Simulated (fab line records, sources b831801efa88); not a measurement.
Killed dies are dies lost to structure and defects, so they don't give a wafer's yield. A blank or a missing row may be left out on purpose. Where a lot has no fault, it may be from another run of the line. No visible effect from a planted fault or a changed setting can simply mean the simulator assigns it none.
Check for tools in common + flow gf180mcu + Sample size 11 lots and 33 wafers

WHY THIS WAS OPENED
GF_MIM_RS_MEAS_10, reading MIM_ALCU_RS: flagged on 2 of 11 lots. Wafers without a fault read 0.1555 ohm/sq, standard deviation 0.0019.
Rule: a lot gets a flag if all its wafers with a number sit over 4 standard deviations from that mean, or if no wafer of it has a number. All remaining lots are regarded as sound.

| lot  | measured     | on            | MIM_ALCU_RS (ohm/sq), wafer by wafer | flag    |
|------|--------------|---------------|--------------------------------------|---------|
| L905 | day 24 12:34 | film metro-01 | 0.1576 0.1564 0.1536                 |         |
| L906 | day 24 20:37 | film metro-03 | 0.1533 0.1538 0.1542                 |         |
| L907 | day 25 05:21 | film metro-03 | 0.1557 0.1569 0.1553                 |         |
| L909 | day 26 04:14 | film metro-04 | 0.1569 0.1562 0.1572                 |         |
| L910 | day 26 07:40 | film metro-04 | 0.1565 0.1582 0.1592                 |         |
| L913 | day 27 03:20 | film metro-03 | 0.1547 0.1547 0.1562                 |         |
| L914 | day 27 10:35 | film metro-01 | 0.1555 0.1535 0.1548                 |         |
| L918 | day 28 16:18 | film metro-03 | 0.1546 0.1545 0.1555                 |         |
| L921 | day 29 17:00 | film metro-03 | 0.1993 0.1947 0.1990                 | FLAGGED |
| L922 | day 29 19:44 | film metro-04 | 0.1974 0.1964 0.1956                 | FLAGGED |
| L923 | day 30 12:47 | film metro-04 | 0.1570 0.1557 0.1574                 |         |
The numbers of the flagged lots are 0.1971 ohm/sq on average: +0.0416 ohm/sq against the usual, or +22 standard deviations.

TOOL THAT RAN EACH LOT
The record holds 2 process steps before the reading, out of a route of 602 steps. Cell contents, in order: the tool; ch with the chambers the sampled wafers went through; the start.
| lot  | flag    | GF_V4_SPUTTER_22             | GF_MIM_SPUTTER_08            |
|------|---------|------------------------------|------------------------------|
| L905 |         | pvd sputter-04, day 24 11:29 | pvd sputter-02, day 24 12:29 |
| L906 |         | pvd sputter-04, day 24 19:33 | pvd sputter-01, day 24 20:32 |
| L907 |         | pvd sputter-03, day 25 04:19 | pvd sputter-03, day 25 05:18 |
| L909 |         | pvd sputter-02, day 26 03:10 | pvd sputter-02, day 26 04:11 |
| L910 |         | pvd sputter-03, day 26 06:37 | pvd sputter-01, day 26 07:36 |
| L913 |         | pvd sputter-03, day 27 02:15 | pvd sputter-02, day 27 03:15 |
| L914 |         | pvd sputter-03, day 27 09:32 | pvd sputter-01, day 27 10:31 |
| L918 |         | pvd sputter-02, day 28 15:13 | pvd sputter-01, day 28 16:13 |
| L921 | FLAGGED | pvd sputter-04, day 29 15:56 | pvd sputter-01, day 29 16:57 |
| L922 | FLAGGED | pvd sputter-04, day 29 18:40 | pvd sputter-01, day 29 19:39 |
| L923 |         | pvd sputter-04, day 30 11:38 | pvd sputter-03, day 30 12:38 |
What these steps do:
- GF_V4_SPUTTER_22: material TiN, target thk 10 nm, time 40 s.
- GF_MIM_SPUTTER_08: material AlCu, target thk 200 nm, time 10.6 s.
- GF_MIM_RS_MEAS_10: measures by four-point-probe.

FLAGGED OVER TOTAL, TOOL BY TOOL (the gauges that took the reading come last)
| step              | tool           | lots run | flagged | share of the flagged lots | sound lots run after its first flagged lot |
|-------------------|----------------|----------|---------|---------------------------|--------------------------------------------|
| GF_V4_SPUTTER_22  | pvd sputter-02 | 2        | 0       | none                      | -                                          |
| GF_V4_SPUTTER_22  | pvd sputter-03 | 4        | 0       | none                      | -                                          |
| GF_V4_SPUTTER_22  | pvd sputter-04 | 5        | 2       | all                       | 1 (L923)                                   |
| GF_MIM_SPUTTER_08 | pvd sputter-01 | 6        | 2       | all                       | 0                                          |
| GF_MIM_SPUTTER_08 | pvd sputter-02 | 3        | 0       | none                      | -                                          |
| GF_MIM_SPUTTER_08 | pvd sputter-03 | 2        | 0       | none                      | -                                          |
| GF_MIM_RS_MEAS_10 | film metro-01  | 2        | 0       | none                      | -                                          |
| GF_MIM_RS_MEAS_10 | film metro-03  | 5        | 1       | some                      | 0                                          |
| GF_MIM_RS_MEAS_10 | film metro-04  | 4        | 1       | some                      | 1 (L923)                                   |

WHAT THE TABLE ALLOWS
In 2 table rows, all flagged lots were run: pvd sputter-04 (GF_V4_SPUTTER_22), pvd sputter-01 (GF_MIM_SPUTTER_08).
- pvd sputter-04 at GF_V4_SPUTTER_22: 2 of its 5 lots flagged. Lots that were sound ran on it after the first flagged one (L923); a persistent fault on the entire tool would not allow that.
- pvd sputter-01 at GF_MIM_SPUTTER_08: 2 of its 6 lots flagged. Last sound lot L918 at day 28 16:13, first flagged lot L921 at day 29 16:57; a fault beginning in between fits.
What remains is a single tool, pvd sputter-01 at GF_MIM_SPUTTER_08.

WHAT THE SIMULATOR HAD INSERTED
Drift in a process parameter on pvd sputter-01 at GF_MIM_SPUTTER_08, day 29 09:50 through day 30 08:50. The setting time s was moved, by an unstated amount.
Shown lots that were struck: L921, L922. The rule above reached the same finding.
